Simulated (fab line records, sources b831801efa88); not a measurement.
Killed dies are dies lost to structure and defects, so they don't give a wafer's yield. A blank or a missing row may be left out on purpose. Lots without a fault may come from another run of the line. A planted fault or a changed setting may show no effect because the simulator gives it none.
Which tool did it? | flow sky130 | 11 lots, 33 wafers sampled, at 4 steps of a route of 708

WHAT THE GAUGES READ, wafer by wafer
SKY_VIA1_BOW_MEAS_03.
lot  | measured     | on            | VIA1_BOW (um)
L317 | day 33 19:59 | film_metro-03 | 71 71 88
L320 | day 33 22:44 | film_metro-04 | 84 84 84
L323 | day 35 16:34 | film_metro-04 | 113 111 117
L324 | day 35 16:58 | film_metro-01 | 109 109 108
L326 | day 35 18:04 | film_metro-03 | 116 110 105
L330 | day 38 03:34 | film_metro-01 | 80 85 76
L332 | day 38 05:17 | film_metro-01 | 94 84 85
L333 | day 38 09:10 | film_metro-04 | 64 74 67
L335 | day 39 13:56 | film_metro-01 | 65 81 75
L337 | day 39 17:35 | film_metro-01 | 79 85 85
L338 | day 39 21:04 | film_metro-04 | 70 78 75

WHICH TOOL RAN EACH LOT (tool, then ch and the chambers of the sampled wafers, then the start)
lot  | SKY_METAL1_SPUTTER_04        | SKY_METAL1_DESCUM_17              | SKY_VIA1_CMP_02
L317 | pvd_sputter-01, day 32 15:49 | rie_metal-04 ch 0, day 33 18:31   | cmp-01 ch 2,3, day 33 19:40
L320 | pvd_sputter-01, day 32 19:05 | rie_metal-02 ch 0, day 33 21:17   | cmp-02 ch 1,2,3, day 33 22:25
L323 | pvd_sputter-01, day 34 12:47 | rie_metal-02 ch 0,1, day 35 15:08 | cmp-01 ch 0,2,3, day 35 16:25
L324 | pvd_sputter-04, day 34 13:06 | rie_metal-04 ch 0,1, day 35 15:43 | cmp-01 ch 0,2, day 35 16:40
L326 | pvd_sputter-01, day 34 14:32 | rie_metal-01 ch 0,1, day 35 16:44 | cmp-01 ch 1,2,3, day 35 17:52
L330 | pvd_sputter-04, day 36 23:51 | rie_metal-04 ch 0,1, day 38 01:56 | cmp-01 ch 1,2,3, day 38 03:16
L332 | pvd_sputter-04, day 37 01:55 | rie_metal-02 ch 0,1, day 38 03:54 | cmp-02 ch 0,1,3, day 38 05:02
L333 | pvd_sputter-01, day 37 05:58 | rie_metal-04 ch 0,1, day 38 07:50 | cmp-02 ch 0,1,2, day 38 08:57
L335 | pvd_sputter-02, day 38 11:23 | rie_metal-04 ch 0, day 39 12:41   | cmp-01 ch 2,3, day 39 13:41
L337 | pvd_sputter-01, day 38 15:17 | rie_metal-02 ch 0,1, day 39 16:09 | cmp-01 ch 0,2, day 39 17:19
L338 | pvd_sputter-02, day 38 18:38 | rie_metal-02 ch 0,1, day 39 19:47 | cmp-01 ch 1,2,3, day 39 20:44
- SKY_METAL1_SPUTTER_04: material TiN, target thk 70 nm, time 58.3 s.
- SKY_METAL1_DESCUM_17: chemistry O2, time 8 s.
- SKY_VIA1_CMP_02: polishes SiO2.

THE ANSWER, worked out from the rows above alone
Rule: what is usual is taken from the lots themselves. Put in order of their means at a reading, lots are off if they are a third of the lots or fewer, leave a main group of 4 or more, and stand apart from it by a gap of 3 or more times the standard deviation of the main group's means; of several such gaps the widest counts. A main group whose means are all the same, to the digits that the tables above print for the reading, isn't used. A lot without any number at a reading at which 4 lots or more have one is off too. The other lots that the step has rows for count as sound.
Off: L323, L324, L326, at SKY_VIA1_BOW_MEAS_03 (VIA1_BOW). The main group: mean 78 um, standard deviation 6.
A tool fits if, at a process step before that reading, it ran every lot that is off, and no sound lot after the first of them. The gauges at SKY_VIA1_BOW_MEAS_03 are tried like those tools. None of those tried fits.

WHAT THE SIMULATOR HAD PUT IN
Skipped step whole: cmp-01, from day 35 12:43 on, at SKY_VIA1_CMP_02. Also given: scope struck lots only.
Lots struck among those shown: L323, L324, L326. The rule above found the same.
